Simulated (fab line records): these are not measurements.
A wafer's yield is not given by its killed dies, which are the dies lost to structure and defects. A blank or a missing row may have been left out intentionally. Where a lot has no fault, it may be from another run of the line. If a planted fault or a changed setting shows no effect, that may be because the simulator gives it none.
fab line records	flow sfq_line
record: lots: 6	wafers: 18	last_day: 87
route steps=325 shown I1@77 M2@88 I2@103 M3@118 M8@325
lots that met no fault: from a run of the same line without faults
start_h: hours from the record's opening day to when the first of the lot's shown wafers began	wait_h: hours from the lot's prior step to this one	" the same as in the row above	L1.1+2: a row that stands for several wafers	- no value, or no start was given	* or withheld: withheld	< > ~ a bound
route shown NAME@n: NAME is a module with steps in the file, n the number in the route of the first one	usual: mean/standard deviation taken from wafers without a fault	same: alike in all rows	chamber/n: place in a boat	sites: per-site readings	_std_site: their standard deviation	_edge_site: inner sites' mean taken away from outer sites' mean	radius_mm: how far each site lies from the wafer's centre	mask NAME#n: copy n	behind: tool/chamber where the wafer was last shaped	hold: cause of the lot's hold/its duration in hours/its outcome	device: names the non-switching transistor (n, p or np)	end of line: tests run on the same wafers once the route is complete	a step with no rows: only its recipe	killed: the dies lost at the first sort to structure and to defects; this is not the yield of the wafer	map: the dies of a wafer, with x for killed, . for not killed, _ for no die there
set.NAME: the run value of the setting; set.NAME@STEP: its run value at that earlier step	model.NAME: the simulator's own value behind a step, which no gauge read
lots at selected steps of the route; one table per step, one row per wafer
services: the hour from which a tool's chamber was out of use, counted from the record's first day as start_h (under 0 if before that day), plus the number of hours and why
== steps ==
step: SFQ_TRILAYER_I1_VIA_LITHO_COAT_054
recipe: resist: BARC	spin_rpm: 3000	resist_thk_nm: 62
step: SFQ_TRILAYER_I1_VIA_LITHO_COAT_049
recipe: resist: KrF	spin_rpm: 3000	resist_thk_nm: 650
step: SFQ_TRILAYER_I1_VIA_LITHO_SOFTBAKE_053
recipe: temp_c: withheld	time_s: withheld	resist: KrF
step: SFQ_TRILAYER_I1_VIA_LITHO_EXPOSE_050
recipe: mask_id: I1	na: 0.6	source_shape: conventional	sigma_outer: 0.65	target_cd_nm: 500	dose_mj: 21.3
step: SFQ_TRILAYER_I1_VIA_LITHO_PEB_052
recipe: peb_temp_c: 115	peb_time_s: 60	resist: KrF
step: SFQ_TRILAYER_I1_VIA_LITHO_DEVELOP_051
recipe: time_s: 60	resist: KrF
step: SFQ_I1_OVL_MEAS_913
usual: I1_OVL: -2/5.2
lot.wafer	tool	chamber	start_h	wait_h	I1_OVL[nm]
L353.2	overlay-01	-	579.00	0.1	-9
L353.5	"	-	"	"	1
L353.6	"	-	"	"	-5
L361.1	overlay-02	-	653.36	0.1	1
L361.2	"	-	"	"	3
L361.4	"	-	"	"	6
L364.2	overlay-01	-	676.61	0.1	-3
L364.3	"	-	"	"	-5
L364.5	"	-	"	"	-5
L366.2	overlay-01	-	697.01	0.1	-8
L366.3	"	-	"	"	-8
L366.4	"	-	"	"	-11
L372.1	overlay-02	-	769.40	0.1	4
L372.5	"	-	"	"	4
L372.6	"	-	"	"	-4
L374.2	overlay-01	-	775.63	0.1	-2
L374.4	"	-	"	"	-1
L374.5	"	-	"	"	5
step: SFQ_TRILAYER_I1_VIA_BARC_OPEN_VIA_ETCH_071
recipe: mask_material: PR	chemistry: O2	target_depth_nm: 125	target: BARC	source_w: 500	bias_w: 80	pressure_mtorr: 30	time_s: 41.7
usual: drypump_motor_current_A: 5.8/0.51	oes_product_au: 0.686/0.0045
lot.wafer	tool	chamber	start_h	wait_h	drypump_motor_current_A	oes_product_au	rf_hours_counter_h
L353.2	rie_diel-01	3	579.03	0.0	5.2	0.685	6
L353.5	"	3	"	"	5.2	0.688	-
L353.6	"	2	"	"	6.0	0.687	-
L361.1	rie_diel-02	2	653.40	0.0	6.0	0.683	5
L361.2	"	0	"	"	5.7	0.683	32
L361.4	"	3	"	"	5.5	0.687	3
L364.2	rie_diel-03	1	676.64	0.0	5.2	0.691	8
L364.3	"	3	"	"	6.3	0.686	4
L364.5	"	3	"	"	6.3	0.682	-
L366.2	rie_diel-02	3	697.04	0.0	5.5	0.692	3
L366.3	"	2	"	"	6.0	0.685	6
L366.4	"	0	"	"	5.6	0.689	32
L372.1	rie_diel-03	1	769.44	0.0	5.2	0.688	9
L372.5	"	0	"	"	6.1	0.694	-
L372.6	"	1	"	"	5.2	0.687	-
L374.2	rie_diel-02	1	775.66	0.0	4.9	0.691	2
L374.4	"	2	"	"	6.0	0.687	6
L374.5	"	3	"	"	5.5	0.690	-
step: SFQ_TRILAYER_I1_VIA_ETCH_VIA_ETCH_052
recipe: target: SiO2	stop_on: Nb	mask_material: PR	taper_deg: 20	chemistry: CHF3	target_depth_nm: 260	source_w: 500	bias_w: 80	pressure_mtorr: 30	time_s: withheld
step: SFQ_TRILAYER_I1_VIA_STRIP_STRIP_053
recipe: gas: O2	power_w: 200	platen_temp_c: 40	overash_fraction: 0.65	chemistry: O2	pressure_mtorr: 50
step: SFQ_TRILAYER_I1_VIA_STRIP_SOLV_CLEAN_054
recipe: chemistry: NMP	temp_c: 70	time_s: 600
step: SFQ_TRILAYER_M2_DEP_PRE_CLEAN_056
recipe: gas: Ar	time_s: 22.5	bias_v: 250
step: SFQ_TRILAYER_M2_DEP_SPUTTER_055
recipe: material: Nb	base_pressure_pa: 1.33e-06	chamber_pressure_pa: 0.1333	substrate_temp_c: 20	resputter_cathode_voltage_v: 400	target_thk_nm: 200	power_w: 2000	time_s: 133.3
usual: resputter_cathode_voltage_v: 400/4.5	throttle_valve_pct: 29.8/1.2
lot.wafer	tool	chamber	start_h	wait_h	resputter_cathode_voltage_v	throttle_valve_pct	model.Nb_of_TRILAYER_M2_DEP_SPUTTER_055.thk_nm
L353.2	pvd_sputter-03	-	579.99	0.0	407	28.8	201.5
L353.5	"	-	"	"	398	29.0	200.7
L353.6	"	-	"	"	401	28.4	202.1
L361.1	pvd_sputter-06	-	654.35	0.0	396	30.3	195.1
L361.2	"	-	"	"	404	30.2	147.2
L361.4	"	-	"	"	395	27.1	200.9
L364.2	pvd_sputter-06	-	677.60	0.0	410	29.5	200.3
L364.3	"	-	"	"	398	30.1	146.9
L364.5	"	-	"	"	401	29.6	199.4
L366.2	pvd_sputter-03	-	698.00	0.0	404	28.5	201.1
L366.3	"	-	"	"	407	28.6	199.3
L366.4	"	-	"	"	402	29.0	198.6
L372.1	pvd_sputter-06	-	770.41	0.0	403	30.0	199.1
L372.5	"	-	"	"	404	27.1	197.2
L372.6	"	-	"	"	402	30.0	199.2
L374.2	pvd_sputter-06	-	776.62	0.0	401	29.9	201.6
L374.4	"	-	"	"	401	30.3	197.1
L374.5	"	-	"	"	402	29.7	201.8
step: SFQ_M2_RS_MEAS_914
recipe: thk_meas_gauge: four-point-probe	reads: Nb_of_TRILAYER_M2_DEP_SPUTTER_055
usual: M2_NB_RS: 0.885/0.012
lot.wafer	tool	chamber	start_h	wait_h	hold	M2_NB_RS[ohm/sq]
L353.2	film_metro-02	-	580.10	0.1	-	0.881
L353.5	"	-	"	"	-	0.884
L353.6	"	-	"	"	-	0.879
L361.1	film_metro-03	-	654.44	0.0	await_dispo/0.2h/release	0.914
L361.2	"	-	"	"	await_dispo/0.2h/release	1.212
L361.4	"	-	"	"	await_dispo/0.2h/release	0.885
L361.1	film_metro-03	-	654.73	0.3	-	0.913
L361.2	"	-	"	"	-	1.213
L361.4	"	-	"	"	-	0.885
L364.2	film_metro-02	-	677.71	0.1	await_dispo/0.2h/release	0.890
L364.3	"	-	"	"	await_dispo/0.2h/release	1.213
L364.5	"	-	"	"	await_dispo/0.2h/release	0.891
L364.2	film_metro-02	-	677.99	0.3	-	0.889
L364.3	"	-	"	"	-	1.217
L364.5	"	-	"	"	-	0.891
L366.2	film_metro-02	-	698.11	0.1	-	0.885
L366.3	"	-	"	"	-	0.893
L366.4	"	-	"	"	-	0.895
L372.1	film_metro-03	-	770.50	0.0	-	0.893
L372.5	"	-	"	"	-	0.903
L372.6	"	-	"	"	-	0.893
L374.2	film_metro-02	-	776.73	0.1	-	0.883
L374.4	"	-	"	"	-	0.903
L374.5	"	-	"	"	-	0.881
step: SFQ_TRILAYER_M2_LITHO_COAT_057
recipe: resist: KrF	spin_rpm: 3000	resist_thk_nm: 600
step: SFQ_TRILAYER_M2_LITHO_SOFTBAKE_061
recipe: temp_c: withheld	time_s: withheld	resist: KrF
step: SFQ_TRILAYER_M2_LITHO_EXPOSE_058
recipe: mask_id: M2	na: 0.6	source_shape: conventional	sigma_outer: 0.65	target_cd_nm: 500	dose_mj: 14.4
step: SFQ_TRILAYER_M2_LITHO_PEB_060
recipe: peb_temp_c: 115	peb_time_s: 60	resist: KrF
step: SFQ_TRILAYER_M2_LITHO_DEVELOP_059
recipe: time_s: 60	resist: KrF
step: SFQ_M2_OVL_MEAS_916
usual: M2_OVL: 4/6.5
lot.wafer	tool	chamber	start_h	wait_h	M2_OVL[nm]
L353.2	overlay-02	-	734.34	0.1	6
L353.5	"	-	"	"	5
L353.6	"	-	"	"	6
L361.1	overlay-02	-	799.98	0.1	10
L361.2	"	-	"	"	10
L361.4	"	-	"	"	12
L364.2	overlay-01	-	822.79	0.1	5
L364.3	"	-	"	"	-4
L364.5	"	-	"	"	-4
L366.2	overlay-02	-	843.01	0.1	3
L366.3	"	-	"	"	-3
L366.4	"	-	"	"	-3
L372.1	overlay-02	-	907.55	0.1	-9
L372.5	"	-	"	"	-12
L372.6	"	-	"	"	7
L374.2	overlay-02	-	914.75	0.1	7
L374.4	"	-	"	"	13
L374.5	"	-	"	"	5
step: SFQ_TRILAYER_M2_BARC_OPEN_METAL_ETCH_077
recipe: mask_material: PR	chemistry: O2	target_depth_nm: 125	target: BARC	icp_w: 600	bias_w: 80	pressure_mtorr: 10	time_s: 41.7
step: SFQ_TRILAYER_M2_ETCH_METAL_ETCH_060
recipe: target: Nb	stop_on: SiO2	mask_material: PR	chemistry: Cl2/Ar	target_depth_nm: 240	icp_w: 600	bias_w: 80	pressure_mtorr: 10	time_s: 120
usual: drypump_motor_current_A: 6.01/0.16	oes_product_au: 0.897/0.0085
lot.wafer	tool	chamber	start_h	wait_h	drypump_motor_current_A	oes_product_au	rf_hours_counter_h
L353.2	rie_metal-03	1	734.43	0.0	5.95	0.894	111
L353.5	"	1	"	"	5.93	0.895	-
L353.6	"	0	"	"	5.93	0.901	-
L361.1	rie_metal-03	0	800.07	0.0	5.92	0.875	55
L361.2	"	1	"	"	5.96	0.764	121
L361.4	"	0	"	"	5.93	0.903	-
L364.2	rie_metal-01	1	822.88	0.0	6.31	0.894	106
L364.3	"	0	"	"	6.16	0.761	-
L364.5	"	0	"	"	6.10	0.899	-
L366.2	rie_metal-01	0	843.10	0.0	6.07	0.894	62
L366.3	"	1	"	"	6.31	0.897	-
L366.4	"	0	"	"	6.08	0.886	-
L372.1	rie_metal-03	0	907.64	0.0	5.92	0.890	68
L372.5	"	0	"	"	5.94	0.877	-
L372.6	"	1	"	"	5.94	0.893	-
L374.2	rie_metal-03	0	914.84	0.0	5.95	0.905	69
L374.4	"	1	"	"	5.95	0.896	-
L374.5	"	1	"	"	5.96	0.892	-
step: SFQ_TRILAYER_M2_STRIP_STRIP_061
recipe: gas: O2	power_w: 200	platen_temp_c: 40	overash_fraction: 0.65	chemistry: O2	pressure_mtorr: 50
usual: drypump_motor_current_A: 6.01/0.16	oes_product_au: 0.997/0.0099
lot.wafer	tool	chamber	start_h	wait_h	drypump_motor_current_A	oes_product_au	rf_hours_counter_h
L353.2	rie_metal-03	1	734.55	0.1	5.97	1.001	111
L353.5	"	1	"	"	5.96	0.997	-
L353.6	"	0	"	"	5.91	0.984	-
L361.1	rie_metal-03	0	800.20	0.1	5.96	0.995	55
L361.2	"	1	"	"	5.96	1.003	121
L361.4	"	0	"	"	5.93	0.987	-
L364.2	rie_metal-01	1	823.01	0.1	6.27	0.995	107
L364.3	"	0	"	"	6.08	1.010	-
L364.5	"	0	"	"	6.11	1.011	-
L366.2	rie_metal-01	0	843.22	0.1	6.15	1.002	62
L366.3	"	1	"	"	6.33	0.985	-
L366.4	"	0	"	"	6.16	1.009	-
L372.1	rie_metal-03	0	907.77	0.1	5.92	1.008	68
L372.5	"	0	"	"	5.90	1.001	-
L372.6	"	1	"	"	5.95	1.001	-
L374.2	rie_metal-03	0	914.97	0.1	5.93	0.994	70
L374.4	"	1	"	"	5.95	1.001	-
L374.5	"	1	"	"	5.95	1.008	-
step: SFQ_TRILAYER_M2_STRIP_SOLV_CLEAN_062
recipe: chemistry: NMP	temp_c: 70	time_s: 600
step: SFQ_TRILAYER_I2_DEP_PECVD_063
recipe: material: SiO2	temp_c: 150	time_s: 111.11	pressure_torr: 2.4	rf_w: 183.3	precursor: SiH4/N2O	target_thk_nm: 500
usual: heater_power_w: 82/10	throttle_valve_pct: 25.7/1.4
lot.wafer	tool	chamber	start_h	wait_h	heater_power_w	throttle_valve_pct
L353.2	pecvd-04	0	735.33	0.0	82	23.7
L353.5	"	2	"	"	66	25.1
L353.6	"	0	"	"	85	23.6
L361.1	pecvd-01	2	800.97	0.0	77	28.9
L361.2	"	1	"	"	88	24.9
L361.4	"	0	"	"	68	26.9
L364.2	pecvd-01	2	823.78	0.0	75	28.9
L364.3	"	1	"	"	90	24.7
L364.5	"	1	"	"	91	24.8
L366.2	pecvd-04	2	844.00	0.0	71	25.5
L366.3	"	1	"	"	95	25.1
L366.4	"	2	"	"	74	25.1
L372.1	pecvd-04	2	908.54	0.0	72	25.6
L372.5	"	0	"	"	94	24.4
L372.6	"	2	"	"	59	25.6
L374.2	pecvd-02	2	915.74	0.0	84	25.3
L374.4	"	1	"	"	76	25.2
L374.5	"	2	"	"	86	26.0
step: SFQ_TRILAYER_I2_CMP_CMP_064
recipe: material: SiO2	down_force_psi: 3	platen_rpm: 60	pad_velocity_m_s: 0.94248
usual: motor_current_A: 9.9/1.6	time_to_endpoint_s: 221/7.5
lot.wafer	tool	chamber	start_h	wait_h	motor_current_A	time_to_endpoint_s
L353.2	cmp-01	3	736.90	1.5	12.8	222
L353.6	"	0	"	"	8.7	217
L353.5	"	1	"	"	10.3	215
L361.2	cmp-01	1	818.44	17.4	10.1	214
L361.4	"	2	"	"	8.0	220
L361.1	"	0	819.94	18.9	8.5	216
L364.3	cmp-01	0	833.44	9.6	8.5	214
L364.2	"	2	834.44	10.6	8.3	216
L364.5	"	0	835.44	11.6	8.6	214
L366.4	cmp-02	3	844.08	0.0	8.6	223
L366.2	"	1	845.08	1.0	12.0	221
L366.3	"	2	"	"	9.0	223
L372.1	cmp-01	3	909.12	0.5	12.0	221
L372.6	"	2	910.62	2.0	8.3	218
L372.5	"	3	"	"	12.7	228
L374.2	cmp-02	3	915.82	0.0	9.6	231
L374.4	"	1	916.82	1.0	10.9	233
L374.5	"	3	917.82	2.0	8.7	235
step: SFQ_I2_BOW_MEAS_917
recipe: mode: bow
usual: I2_BOW: 1/9.2
lot.wafer	tool	chamber	start_h	wait_h	I2_BOW[um]
L353.2	film_metro-03	-	738.42	1.0	-2
L353.5	"	-	"	"	5
L353.6	"	-	"	"	3
L361.1	film_metro-04	-	821.44	1.0	-13
L361.2	"	-	"	"	1
L361.4	"	-	"	"	2
L364.2	film_metro-03	-	836.46	1.5	14
L364.3	"	-	"	"	7
L364.5	"	-	"	"	12
L366.2	film_metro-01	-	847.10	1.5	-2
L366.3	"	-	"	"	-7
L366.4	"	-	"	"	-8
L372.1	film_metro-03	-	911.62	2.0	2
L372.5	"	-	"	"	-7
L372.6	"	-	"	"	-5
L374.2	film_metro-03	-	918.84	2.5	17
L374.4	"	-	"	"	20
L374.5	"	-	"	"	19
step: SFQ_TRILAYER_I2_METRO_MEASURE_065
step: SFQ_TRILAYER_I2_VIA_LITHO_COAT_072
recipe: resist: BARC	spin_rpm: 3000	resist_thk_nm: 62
step: SFQ_TRILAYER_I2_VIA_LITHO_COAT_067
recipe: resist: KrF	spin_rpm: 3000	resist_thk_nm: 650
step: SFQ_TRILAYER_I2_VIA_LITHO_SOFTBAKE_071
recipe: temp_c: withheld	time_s: withheld	resist: KrF
step: SFQ_TRILAYER_I2_VIA_LITHO_EXPOSE_068
recipe: mask_id: I2	na: 0.6	source_shape: conventional	sigma_outer: 0.65	target_cd_nm: 500	dose_mj: 21.3
step: SFQ_TRILAYER_I2_VIA_LITHO_PEB_070
recipe: peb_temp_c: 115	peb_time_s: 60	resist: KrF
step: SFQ_TRILAYER_I2_VIA_LITHO_DEVELOP_069
recipe: time_s: 60	resist: KrF
step: SFQ_I2_OVL_MEAS_918
usual: I2_OVL: -1/5.7
lot.wafer	tool	chamber	start_h	wait_h	I2_OVL[nm]
L353.2	overlay-02	-	885.95	0.1	2
L353.5	"	-	"	"	4
L353.6	"	-	"	"	5
L361.1	overlay-01	-	959.61	0.1	4
L361.2	"	-	"	"	2
L361.4	"	-	"	"	-1
L364.2	overlay-02	-	977.62	0.1	9
L364.3	"	-	"	"	6
L364.5	"	-	"	"	5
L366.2	overlay-01	-	988.87	0.1	5
L366.3	"	-	"	"	5
L366.4	"	-	"	"	9
L372.1	overlay-01	-	1050.31	0.1	-12
L372.5	"	-	"	"	-5
L372.6	"	-	"	"	-7
L374.2	overlay-02	-	1056.32	0.1	-5
L374.4	"	-	"	"	-3
L374.5	"	-	"	"	0
step: SFQ_TRILAYER_I2_VIA_BARC_OPEN_VIA_ETCH_096
recipe: mask_material: PR	chemistry: O2	target_depth_nm: 125	target: BARC	source_w: 500	bias_w: 80	pressure_mtorr: 30	time_s: 41.7
usual: drypump_motor_current_A: 5.8/0.42	oes_product_au: 0.684/0.0045
lot.wafer	tool	chamber	start_h	wait_h	drypump_motor_current_A	oes_product_au	rf_hours_counter_h
L353.2	rie_diel-04	3	885.98	0.0	5.4	0.683	9
L353.5	"	3	"	"	5.4	0.678	-
L353.6	"	0	"	"	5.4	0.684	-
L361.1	rie_diel-01	2	959.65	0.0	6.0	0.679	15
L361.2	"	3	"	"	5.2	0.682	11
L361.4	"	1	"	"	5.9	0.678	16
L364.2	rie_diel-01	1	977.65	0.0	5.9	0.685	16
L364.3	"	3	"	"	5.2	0.687	12
L364.5	"	3	"	"	5.2	0.684	-
L366.2	rie_diel-01	2	988.90	0.0	6.0	0.682	15
L366.3	"	3	"	"	5.2	0.685	12
L366.4	"	0	"	"	5.8	0.684	3
L372.1	rie_diel-04	2	1050.35	0.0	5.6	0.685	7
L372.5	"	2	"	"	5.6	0.684	-
L372.6	"	1	"	"	6.0	0.683	-
L374.2	rie_diel-04	0	1056.35	0.0	5.3	0.676	10
L374.4	"	2	"	"	5.6	0.682	7
L374.5	"	3	"	"	5.4	0.679	-
step: SFQ_TRILAYER_I2_VIA_ETCH_VIA_ETCH_070
recipe: target: SiO2	stop_on: Nb	mask_material: PR	taper_deg: 20	chemistry: CHF3	target_depth_nm: 260	source_w: 500	bias_w: 80	pressure_mtorr: 30	time_s: withheld
step: SFQ_TRILAYER_I2_VIA_STRIP_STRIP_071
recipe: gas: O2	power_w: 200	platen_temp_c: 40	overash_fraction: 0.65	chemistry: O2	pressure_mtorr: 50
step: SFQ_TRILAYER_I2_VIA_STRIP_SOLV_CLEAN_072
recipe: chemistry: NMP	temp_c: 70	time_s: 600
step: SFQ_TRILAYER_M3_DEP_PRE_CLEAN_074
recipe: gas: Ar	time_s: 22.5	bias_v: 250
step: SFQ_M8_BOW_MEAS_951
recipe: mode: bow
usual: M8_BOW: 4/13
lot.wafer	tool	chamber	start_h	wait_h	M8_BOW[um]	model.etest.m2.ohm_um	model.etest.i1.link_ohm	model.etest.i2.link_ohm	model.etest.m2.ohm_sq
L353.2	film_metro-01	-	1791.23	0.0	12	1.774	1.944	1.983	0.8821
L353.5	"	-	"	"	18	1.789	1.945	1.943	0.8855
L353.6	"	-	"	"	17	1.765	1.942	1.982	0.8794
L361.1	film_metro-04	-	2015.44	0.0	-8	1.823	1.98	2.009	0.9112
L361.2	"	-	"	"	5	2.419	2.353	2.289	1.207
L361.4	"	-	"	"	5	1.764	1.952	1.954	0.8848
L364.2	film_metro-04	-	2025.87	0.0	5	1.778	1.956	1.964	0.8876
L364.3	"	-	"	"	0	2.437	2.348	2.278	1.21
L364.5	"	-	"	"	4	1.793	1.956	1.981	0.8915
L366.2	film_metro-04	-	2034.06	0.0	-2	1.776	1.961	1.94	0.8839
L366.3	"	-	"	"	-7	1.795	1.972	1.957	0.892
L366.4	"	-	"	"	-7	1.799	1.963	1.958	0.895
L372.1	film_metro-03	-	2067.64	0.0	3	1.796	1.973	1.98	0.8926
L372.5	"	-	"	"	-6	1.815	1.978	1.977	0.9015
L372.6	"	-	"	"	-6	1.801	1.991	1.986	0.8922
L374.2	film_metro-04	-	2082.05	0.0	36	1.777	1.957	1.96	0.8818
L374.4	"	-	"	"	37	1.812	1.978	1.988	0.9017
L374.5	"	-	"	"	36	1.774	1.953	1.965	0.8808
== services ==
tool	chamber	start_h	hours	kind
cmp-01	-	572.29	4.0	pm
pvd_sputter-06	-	579.62	1.5	repair
cmp-01	-	583.75	0.2	repair
cmp-01	-	606.10	3.1	repair
rie_metal-01	-	612.07	4.3	pm
rie_diel-01	2	613.79	11.0	repair
cmp-01	-	618.49	0.8	repair
cmp-01	-	623.91	1.2	repair
rie_metal-01	0	625.75	7.0	repair
cmp-01	-	639.04	3.5	pm
rie_diel-01	1	648.73	5.3	repair
rie_metal-01	-	696.04	2.8	pm
cmp-01	-	703.37	4.7	repair
pvd_sputter-06	-	703.47	2.0	repair
cmp-01	-	721.87	0.6	repair
rie_diel-01	2	727.50	11.3	repair
rie_diel-01	-	744.76	0.7	repair
rie_diel-01	2	775.77	6.1	repair
cmp-01	-	789.30	2.1	repair
pvd_sputter-06	-	794.76	4.8	repair
rie_metal-03	-	850.24	2.8	pm
rie_metal-01	-	854.49	0.2	repair
cmp-01	-	862.75	0.9	repair
rie_metal-03	1	937.22	29.3	repair
== key ==
first_sign: step: SFQ_M2_RS_MEAS_914	reading: visit	direction: added
effect: step: SFQ_M2_RS_MEAS_914	reading: M2_NB_RS	direction: up	sigmas: 27	usual: 0.885	struck: 1.213
effect: step: SFQ_TRILAYER_M2_ETCH_METAL_ETCH_060	reading: oes_product_au	direction: down	sigmas: 16	usual: 0.897	struck: 0.763
model_effect: step: SFQ_TRILAYER_M2_DEP_SPUTTER_055	value: Nb_of_TRILAYER_M2_DEP_SPUTTER_055.thk_nm	without: 201.6	struck: 147
model_effect: step: SFQ_M8_BOW_MEAS_951	value: etest.m2.ohm_um	without: 1.771	struck: 2.428
met_at SFQ_TRILAYER_M2_DEP_SPUTTER_055
struck_wafers L361.2,L364.3
fault: kind: process_parameter_drift	tool: pvd_sputter-06	chamber: -	onset_h: 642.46	steps: SFQ_TRILAYER_M2_DEP_SPUTTER_055	channel: target_thk_nm	offset: -54.587	shape: step	end_h: 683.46	acts_in: these_recipes_only	stated: 200	scope: struck_wafers_only
